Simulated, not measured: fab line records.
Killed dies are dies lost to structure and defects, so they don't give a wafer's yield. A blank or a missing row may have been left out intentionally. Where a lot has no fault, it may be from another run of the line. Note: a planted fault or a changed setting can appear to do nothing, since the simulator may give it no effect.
fab line records	flow sky130
record: lots: 5	wafers: 15	last_day: 49
route steps=708 shown VT_ADJUST_LVTN@100 VT_ADJUST_NCORE@119 PAD_OPEN@708
lots that met no fault: from a run of the same line without faults
start_h: start of the lot's first displayed wafer, in hours after the record's first day	wait_h: how many hours have passed since the lot's step before this one	" identical to the entry in the row above	L1.1+2: a single row standing in for several wafers	- no value, or no start given	* or withheld: withheld	< > ~ a bound
route shown NAME@n: a module of which the file shows steps, and the number in the route of the first	usual: mean and standard deviation over wafers with no fault	same: alike in all rows	chamber/n: place in a boat	sites: readings site by site	_std_site: standard deviation across them	_edge_site: inner sites' mean taken away from outer sites' mean	radius_mm: how far each site lies from the wafer's centre	mask NAME#n: copy n	behind: tool/chamber where the wafer was last shaped	hold: why the lot went on hold/how many hours it stayed there/how the hold came to an end	device: the n, p or np transistor that did not switch	end of line: the tests these same wafers got at the end of their route	for a step that has no rows: nothing shown but its recipe	killed: at the first sort, the dies lost to defects and structure; wafer yield is something else	map: the dies of a wafer, with x for killed, . for not killed, _ for no die there
set.NAME: setting as actually run; set.NAME@STEP: the setting as run at that earlier step	model.NAME: the simulator's own value behind a step, which no gauge read
lots seen at some steps along the route; tables by step, rows by wafer
services: the hour from which a tool's chamber was out of use, counted from the record's first day as start_h (under 0 if before that day), plus the number of hours and why
== steps ==
step: SKY_VT_ADJUST_LVTN_SOFTBAKE_03
recipe: temp_c: 110	time_s: withheld
step: SKY_VT_ADJUST_LVTN_EXPOSE_04
recipe: mask_id: NWM_COMPLEMENT_LESS_NATIVE	na: 0.6	source_shape: conventional	sigma_outer: 0.6	polarization: unpolarized	target_cd_nm: 840	dose_mj: 194
step: SKY_VT_ADJUST_LVTN_PEB_05
recipe: temp_c: 115	time_s: withheld
step: SKY_VT_ADJUST_LVTN_DEVELOP_06
recipe: wall_angle_deg: 90	developer: TMAH	develop_time_s: 60	dev_temp_c: 23
step: SKY_VT_ADJUST_LVTN_OVL_MEAS_07
usual: VT_ADJUST_LVTN_OVL: 0.3/1.5
lot.wafer	tool	chamber	start_h	wait_h	VT_ADJUST_LVTN_OVL[nm]
L676.1	overlay-02	-	138.49	-	0.9
L676.5	"	-	"	"	0.6
L676.6	"	-	"	"	0.9
L677.1	overlay-01	-	145.76	-	3.1
L677.2	"	-	"	"	0.6
L677.4	"	-	"	"	2.8
L683.1	overlay-02	-	197.24	-	1.3
L683.2	"	-	"	"	0.6
L683.5	"	-	"	"	0.9
L687.1	overlay-02	-	223.49	-	-0.7
L687.3	"	-	"	"	0.2
L687.5	"	-	"	"	-0.3
L693.1	overlay-02	-	263.37	-	0.8
L693.3	"	-	"	"	-0.2
L693.4	"	-	"	"	-0.4
step: SKY_VT_ADJUST_LVTN_IMPLANT_08
recipe: species: B	energy_kev: 30	dose_cm2: 1.57e+12	tilt_deg: withheld
step: SKY_VT_ADJUST_LVTN_STRIP_09
recipe: chemistry: O2/N2	power_w: 1400	pressure_mtorr: 1500	platen_temp_c: withheld	o2_flow_sccm: 3000	n2_flow_sccm: 300	overash_fraction: 0.5
usual: drypump_motor_current_A: 5.6/0.42	oes_product_au: 0.722/0.0046	strip_time_to_endpoint_s: 36.91/0.11
lot.wafer	tool	chamber	start_h	wait_h	drypump_motor_current_A	oes_product_au	rf_hours_counter_h	strip_time_to_endpoint_s
L676.1	plasma_asher-04	1	138.67	0.1	5.0	0.729	46	36.94
L676.5	"	1	"	"	5.0	0.725	-	36.95
L676.6	"	0	"	"	6.3	0.724	-	36.91
L677.1	plasma_asher-02	0	145.95	0.1	5.7	0.719	47	36.97
L677.2	"	1	"	"	5.4	0.721	47	36.94
L677.4	"	1	"	"	5.4	0.728	-	36.98
L683.1	plasma_asher-04	1	197.42	0.1	5.0	0.724	52	36.85
L683.2	"	0	"	"	6.3	0.729	52	36.94
L683.5	"	1	"	"	5.0	0.728	-	36.87
L687.1	plasma_asher-02	1	223.67	0.1	5.4	0.711	55	36.98
L687.3	"	0	"	"	5.7	0.717	-	36.97
L687.5	"	0	"	"	5.7	0.722	-	36.87
L693.1	plasma_asher-04	1	263.55	0.1	5.0	0.716	59	37.14
L693.3	"	1	"	"	5.0	0.719	-	37.13
L693.4	"	0	"	"	6.3	0.715	-	37.11
step: SKY_VT_ADJUST_LVTN_TW_MEAS_10
usual: VT_ADJUST_LVTN_TW: 240.9/1.5
lot.wafer	tool	chamber	start_h	wait_h	VT_ADJUST_LVTN_TW
L676.1	film_metro-02	-	138.77	0.1	239.5
L676.5	"	-	"	"	239.1
L676.6	"	-	"	"	240.9
L677.1	film_metro-04	-	146.05	0.1	239.6
L677.2	"	-	"	"	238.6
L677.4	"	-	"	"	239.5
L683.1	film_metro-03	-	197.52	0.1	241.8
L683.2	"	-	"	"	241.8
L683.5	"	-	"	"	241.4
L687.1	film_metro-03	-	223.77	0.1	241.9
L687.3	"	-	"	"	242.3
L687.5	"	-	"	"	241.8
L693.1	film_metro-03	-	263.65	0.1	242.5
L693.3	"	-	"	"	241.7
L693.4	"	-	"	"	241.5
step: SKY_VT_ADJUST_LVTN_DEHYDRATE_11
recipe: temp_c: 200	time_s: 60
step: SKY_VT_ADJUST_LVTN_HMDS_12
recipe: prime_time_s: 60	prime_temp_c: 120
step: SKY_VT_ADJUST_LVTN_COAT_13
recipe: resist: NOVOLAK	spin_rpm: 3000	resist_thk_nm: 1140
step: SKY_VT_ADJUST_LVTN_SOFTBAKE_14
recipe: temp_c: 90	time_s: 60	resist: NOVOLAK
step: SKY_VT_ADJUST_LVTN_EXPOSE_15
recipe: mask_id: HVN_STD_DERIVED	na: 0.6	source_shape: conventional	sigma_outer: 0.6	polarization: unpolarized	target_cd_nm: 600	dose_mj: 163
usual: focus_offset_nm: -0.1/0.58
lot.wafer	tool	chamber	start_h	wait_h	mask	focus_offset_nm
L676.1	iline_stepper-02	0	148.11	-	HVN_STD_DERIVED#0	-0.8
L676.5	"	0	"	"	HVN_STD_DERIVED#0	-1.1
L676.6	"	0	"	"	HVN_STD_DERIVED#0	-0.6
L677.1	iline_stepper-02	0	155.96	-	HVN_STD_DERIVED#0	-0.3
L677.2	"	0	"	"	HVN_STD_DERIVED#0	-0.5
L677.4	"	0	"	"	HVN_STD_DERIVED#0	0.1
L683.1	iline_stepper-02	0	208.19	-	HVTPM#0	-0.2
L683.2	"	0	"	"	HVTPM#0	-0.2
L683.5	"	0	"	"	HVTPM#0	-0.6
L687.1	iline_stepper-02	0	235.09	-	HVN_STD_DERIVED#0	-0.3
L687.3	"	0	"	"	HVN_STD_DERIVED#0	-0.6
L687.5	"	0	"	"	HVN_STD_DERIVED#0	0.3
L693.1	iline_stepper-01	0	275.41	-	HVN_STD_DERIVED#0	-0.8
L693.3	"	0	"	"	HVN_STD_DERIVED#0	-0.6
L693.4	"	0	"	"	HVN_STD_DERIVED#0	-0.5
step: SKY_VT_ADJUST_LVTN_PEB_16
recipe: temp_c: withheld	time_s: *	resist: NOVOLAK
step: SKY_VT_ADJUST_LVTN_DEVELOP_17
recipe: resist: NOVOLAK	developer: TMAH	develop_time_s: 60	dev_temp_c: 23
step: SKY_VT_ADJUST_LVTN_OVL_MEAS_18
usual: VT_ADJUST_LVTN_01_OVL: -0.7/1.7
lot.wafer	tool	chamber	start_h	wait_h	VT_ADJUST_LVTN_01_OVL[nm]
L676.1	overlay-02	-	158.19	0.1	0.8
L676.5	"	-	"	"	2.5
L676.6	"	-	"	"	2.4
L677.1	overlay-01	-	165.34	0.1	-3.5
L677.2	"	-	"	"	-1.4
L677.4	"	-	"	"	-0.9
L683.1	overlay-02	-	218.79	0.1	-
L683.2	"	-	"	"	-
L683.5	"	-	"	"	-
L687.1	overlay-02	-	246.24	0.1	-1.6
L687.3	"	-	"	"	-1.0
L687.5	"	-	"	"	-1.7
L693.1	overlay-02	-	287.52	0.1	-3.2
L693.3	"	-	"	"	-1.6
L693.4	"	-	"	"	-1.5
step: SKY_VT_ADJUST_LVTN_IMPLANT_19
recipe: species: B	energy_kev: 30	dose_cm2: 6.5e+11	tilt_deg: withheld
step: SKY_VT_ADJUST_LVTN_STRIP_20
recipe: chemistry: O2/N2	power_w: 1400	pressure_mtorr: 1500	platen_temp_c: withheld	o2_flow_sccm: 3000	n2_flow_sccm: 300	overash_fraction: 0.5
usual: drypump_motor_current_A: 5.6/0.48	oes_product_au: 0.716/0.0046	strip_time_to_endpoint_s: 14.18/0.039
lot.wafer	tool	chamber	start_h	wait_h	drypump_motor_current_A	oes_product_au	rf_hours_counter_h	strip_time_to_endpoint_s
L676.1	plasma_asher-02	1	158.37	0.1	5.4	0.713	48	14.20
L676.5	"	1	"	"	5.4	0.715	-	14.22
L676.6	"	0	"	"	5.7	0.710	-	14.23
L677.1	plasma_asher-04	0	165.52	0.1	6.3	0.717	49	14.20
L677.2	"	1	"	"	5.0	0.719	49	14.21
L677.4	"	1	"	"	5.0	0.715	-	14.22
L683.1	plasma_asher-04	0	218.97	0.1	6.3	0.713	54	14.13
L683.2	"	1	"	"	5.0	0.712	54	14.08
L683.5	"	1	"	"	5.0	0.717	-	14.11
L687.1	plasma_asher-02	1	246.42	0.1	5.4	0.711	57	14.24
L687.3	"	0	"	"	5.7	0.713	-	14.23
L687.5	"	1	"	"	5.4	0.715	-	14.24
L693.1	plasma_asher-02	0	287.70	0.1	5.7	0.710	61	14.18
L693.3	"	1	"	"	5.4	0.709	-	14.21
L693.4	"	0	"	"	5.7	0.709	-	14.19
step: SKY_VT_ADJUST_LVTN_TW_MEAS_21
usual: VT_ADJUST_LVTN_2_TW: 187.1/1.5
lot.wafer	tool	chamber	start_h	wait_h	VT_ADJUST_LVTN_2_TW
L676.1	film_metro-03	-	158.47	0.1	188.8
L676.5	"	-	"	"	188.3
L676.6	"	-	"	"	188.6
L677.1	film_metro-02	-	165.62	0.1	185.5
L677.2	"	-	"	"	185.6
L677.4	"	-	"	"	185.1
L683.1	film_metro-02	-	219.07	0.1	29.7
L683.2	"	-	"	"	29.9
L683.5	"	-	"	"	29.8
L687.1	film_metro-04	-	246.52	0.1	188.0
L687.3	"	-	"	"	188.3
L687.5	"	-	"	"	188.1
L693.1	film_metro-02	-	287.80	0.1	186.7
L693.3	"	-	"	"	185.8
L693.4	"	-	"	"	186.9
step: SKY_VT_ADJUST_NCORE_DEHYDRATE_00
recipe: temp_c: 200	time_s: 60
step: SKY_PAD_OPEN_PROBE_99
usual: killed_at_M0_to_M3: 44/6.4	killed_at_M4_up: 3.6/2.1	killed_at_contacts: 23/5.1	killed_at_front_end: 15/4.3	killed_at_other: 0.3/0.56	killed_dies: 86/9	killed_on_rim: 17/3.3	killed_open: 47/6.4	killed_short: 39/5.8
same: gross_dies: 492	killed_at_back_side: 0
lot.wafer	tool	chamber	start_h	wait_h	killed_at_M0_to_M3	killed_at_M4_up	killed_at_contacts	killed_at_front_end	killed_at_other	killed_dies	killed_on_rim	killed_open	killed_short
L676.1	prober-01	-	1065.65	0.1	40	3	20	17	1	81	16	44	37
L676.5	prober-01	-	1065.85	0.2	31	3	19	10	1	64	19	35	29
L676.6	prober-01	-	1065.90	0.2	29	3	29	15	0	76	12	46	30
L677.1	prober-02	-	1081.67	0.1	50	5	22	17	0	94	21	54	40
L677.2	prober-02	-	1081.72	0.1	48	5	28	22	0	103	17	52	51
L677.4	prober-02	-	1081.82	0.2	65	1	21	18	0	105	20	57	48
L683.1	prober-01	-	1119.33	0.1	47	4	18	422	1	492	96	45	38
L683.2	prober-01	-	1119.38	0.1	41	4	31	416	0	492	96	52	35
L683.5	prober-01	-	1119.53	0.2	37	2	27	426	0	492	96	43	36
L687.1	prober-01	-	1138.57	0.1	53	3	19	22	0	97	24	52	45
L687.3	prober-01	-	1138.67	0.2	50	6	20	17	0	93	19	50	43
L687.5	prober-01	-	1138.77	0.2	50	4	20	9	0	83	19	48	35
L693.1	prober-01	-	1175.56	0.1	53	4	26	14	2	99	26	52	47
L693.3	prober-01	-	1175.66	0.2	43	5	37	9	1	95	20	49	46
L693.4	prober-01	-	1175.71	0.2	46	4	18	11	0	79	22	46	33
killed by level:class
L676.1 VIA1:geometric_particle:open=11 LI_CONTACT:geometric_particle:open=7 POLY_GATE:geometric_particle:short=6 CONTACT:geometric_particle:open=5 VIA1:geometric_particle:short=5 FIELD_ISO:geometric_particle:open=4 METAL1:geometric_particle:short=4 VIA3:geometric_particle:open=4
L676.5 LI_CONTACT:geometric_particle:open=6 CONTACT:geometric_particle:open=6 VIA1:geometric_particle:short=6 VIA1:geometric_particle:open=5 VIA2:geometric_particle:open=5 VIA3:geometric_particle:open=5 LOCAL_INTERCONNECT:geometric_particle:short=4 POLY_GATE:geometric_particle:short=4
L676.6 CONTACT:geometric_particle:open=13 VIA1:geometric_particle:open=10 LI_CONTACT:geometric_particle:open=7 POLY_GATE:geometric_particle:open=4 LOCAL_INTERCONNECT:geometric_particle:short=4 CONTACT:geometric_particle:short=4 METAL1:geometric_particle:short=4 VIA2:geometric_particle:open=4
L677.1 VIA1:geometric_particle:open=10 VIA3:geometric_particle:open=10 LI_CONTACT:geometric_particle:open=8 VIA1:geometric_particle:short=7 METAL1:geometric_particle:short=7 CONTACT:geometric_particle:open=6 VIA2:geometric_particle:open=6 FIELD_ISO:geometric_particle:open=5
L677.2 CONTACT:geometric_particle:open=12 VIA2:geometric_particle:open=8 VIA3:geometric_particle:open=7 VIA1:geometric_particle:short=7 POLY_GATE:geometric_particle:short=6 VIA3:geometric_particle:short=6 METAL3:geometric_particle:short=6 POLY_GATE:geometric_particle:open=5
L677.4 VIA3:geometric_particle:open=12 METAL2:geometric_particle:short=10 VIA3:geometric_particle:short=9 CONTACT:geometric_particle:open=8 VIA1:geometric_particle:open=8 VIA2:geometric_particle:open=8 LI_CONTACT:geometric_particle:open=6 VIA2:geometric_particle:short=6
L683.1 VT_ADJUST_LVTN:area_expose=409 VIA1:geometric_particle:open=12 METAL1:geometric_particle:short=7 VIA2:geometric_particle:open=6 LI_CONTACT:geometric_particle:open=5 CONTACT:geometric_particle:short=5 VIA2:geometric_particle:short=5 LI_CONTACT:geometric_particle:short=4
L683.2 VT_ADJUST_LVTN:area_expose=405 CONTACT:geometric_particle:open=12 VIA1:geometric_particle:open=12 LI_CONTACT:geometric_particle:open=8 VIA2:geometric_particle:open=6 METAL2:geometric_particle:short=5 LOCAL_INTERCONNECT:geometric_particle:short=4 VIA3:geometric_particle:open=4
L683.5 VT_ADJUST_LVTN:area_expose=413 VIA1:geometric_particle:open=15 CONTACT:geometric_particle:open=11 LOCAL_INTERCONNECT:geometric_particle:short=7 LI_CONTACT:geometric_particle:open=5 VIA2:geometric_particle:short=5 FIELD_ISO:geometric_particle:open=4 POLY_GATE:geometric_particle:short=4
L687.1 VIA1:geometric_particle:open=15 METAL1:geometric_particle:short=8 POLY_GATE:geometric_particle:open=6 CONTACT:geometric_particle:open=6 VIA3:geometric_particle:open=6 POLY_GATE:geometric_particle:short=5 METAL2:geometric_particle:short=5 VIA2:geometric_particle:open=5
L687.3 CONTACT:geometric_particle:open=11 VIA1:geometric_particle:open=8 METAL1:geometric_particle:short=8 VIA3:geometric_particle:open=8 METAL2:geometric_particle:short=7 VIA2:geometric_particle:open=6 FIELD_ISO:geometric_particle:open=4 FIELD_ISO:geometric_particle:short=4
L687.5 VIA1:geometric_particle:open=12 CONTACT:geometric_particle:open=11 VIA1:geometric_particle:short=6 VIA3:geometric_particle:open=6 POLY_GATE:geometric_particle:short=5 METAL1:geometric_particle:short=5 METAL2:geometric_particle:short=5 VIA2:geometric_particle:open=5
L693.1 VIA1:geometric_particle:open=11 CONTACT:geometric_particle:open=11 METAL2:geometric_particle:short=10 VIA2:geometric_particle:open=9 VIA2:geometric_particle:short=7 LOCAL_INTERCONNECT:geometric_particle:short=5 VIA1:geometric_particle:short=5 LI_CONTACT:geometric_particle:open=4
L693.3 CONTACT:geometric_particle:open=12 LI_CONTACT:geometric_particle:open=11 VIA2:geometric_particle:open=6 LOCAL_INTERCONNECT:geometric_particle:short=6 VIA1:geometric_particle:open=6 LI_CONTACT:geometric_particle:short=5 VIA2:geometric_particle:short=5 VIA3:geometric_particle:short=5
L693.4 VIA1:geometric_particle:open=10 VIA2:geometric_particle:open=10 METAL2:geometric_particle:short=6 FIELD_ISO:geometric_particle:open=5 CONTACT:geometric_particle:open=5 LI_CONTACT:geometric_particle:open=4 LOCAL_INTERCONNECT:geometric_particle:short=4 CONTACT:geometric_particle:short=4
map L683.1 (x killed, . not)
__________xxxxxxxxxx_________
________xxxxxxxxxxxxxx_______
______xxxxxxxxxxxxxxxxxx_____
_____xxxxxxxxxxxxxxxxxxxx____
____xxxxxxxxxxxxxxxxxxxxxx___
___xxxxxxxxxxxxxxxxxxxxxxxx__
__xxxxxxxxxxxxxxxxxxxxxxxxxx_
_xxxxxxxxxxxxxxxxxxxxxxxxxxxx
_xxxxxxxxxxxxxxxxxxxxxxxxxxxx
_xxxxxxxxxxxxxxxxxxxxxxxxxxxx
_xxxxxxxxxxxxxxxxxxxxxxxxxxxx
_xxxxxxxxxxxxxxxxxxxxxxxxxxxx
_xxxxxxxxxxxxxxxxxxxxxxxxxxxx
_xxxxxxxxxxxxxxxxxxxxxxxxxxxx
_xxxxxxxxxxxxxxxxxxxxxxxxxxxx
__xxxxxxxxxxxxxxxxxxxxxxxxxx_
___xxxxxxxxxxxxxxxxxxxxxxxx__
____xxxxxxxxxxxxxxxxxxxxxx___
_____xxxxxxxxxxxxxxxxxxxx____
______xxxxxxxxxxxxxxxxxx_____
________xxxxxxxxxxxxxx_______
__________xxxxxxxxxx_________
map L676.1 (x killed, . not)
__________.....x...._________
________..x.x.......xx_______
______......x......x...x_____
_____..x..x....x...x.....____
____x..x..........x..xx...___
___..x.....x....x..........__
__..............x.....x..xx._
_....x..x...xx...............
_..x.x....xx.xx..x......x....
_..xx..............xx........
_x...x.......................
_..............x......x...x..
_..x.x.........x...x..x....x.
_x.............x..x......x...
_............x.......x.x.....
__.x......x.....x....x...xx._
___....x......x..x.........__
____x...x...x.............___
_____......x.x..x........____
______x.x...x.......x..._____
________..xxx........x_______
__________.........._________
== services ==
tool	chamber	start_h	hours	kind
iline_stepper-01	-	117.78	1.7	pm
iline_stepper-02	0	145.77	-	calibration
iline_stepper-01	0	165.87	-	calibration
iline_stepper-02	-	170.95	1.7	pm
plasma_asher-02	-	229.67	0.4	repair
iline_stepper-02	-	261.93	18.6	repair
plasma_asher-02	-	275.73	4.3	pm
plasma_asher-02	-	280.06	2.8	pm
== key ==
first_sign: step: SKY_VT_ADJUST_LVTN_EXPOSE_15	reading: mask	direction: changed
effect: step: SKY_VT_ADJUST_LVTN_OVL_MEAS_18	reading: VT_ADJUST_LVTN_01_OVL	direction: missing
effect: step: SKY_VT_ADJUST_LVTN_TW_MEAS_21	reading: VT_ADJUST_LVTN_2_TW	direction: down	sigmas: 99+	usual: 187.1	struck: 29.8
effect: step: SKY_PAD_OPEN_PROBE_99	reading: killed_at_front_end	direction: up	sigmas: 94	usual: 15	struck: 421
more_kills_born_at: SKY_VT_ADJUST_LVTN_EXPOSE_15@iline_stepper-02: 1227
met_at SKY_VT_ADJUST_LVTN_EXPOSE_15
struck_wafers L683.1,L683.2,L683.5
tester_left_out L683
onset_between 155.96 208.19
fault: kind: wrong_mask	tool: any	chamber: -	onset_h: 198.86	steps: SKY_VT_ADJUST_LVTN_EXPOSE_15	aux_copy: HVTPM#0	scope: struck_lots_only
tester_left_out: of these lots the tester's yield and bins aren't shown, on N5 and GAA mostly nor the transistor test; their killed dies are dies lost to structure and defects alone, not to doping, threshold or leakage, so they don't give the yield
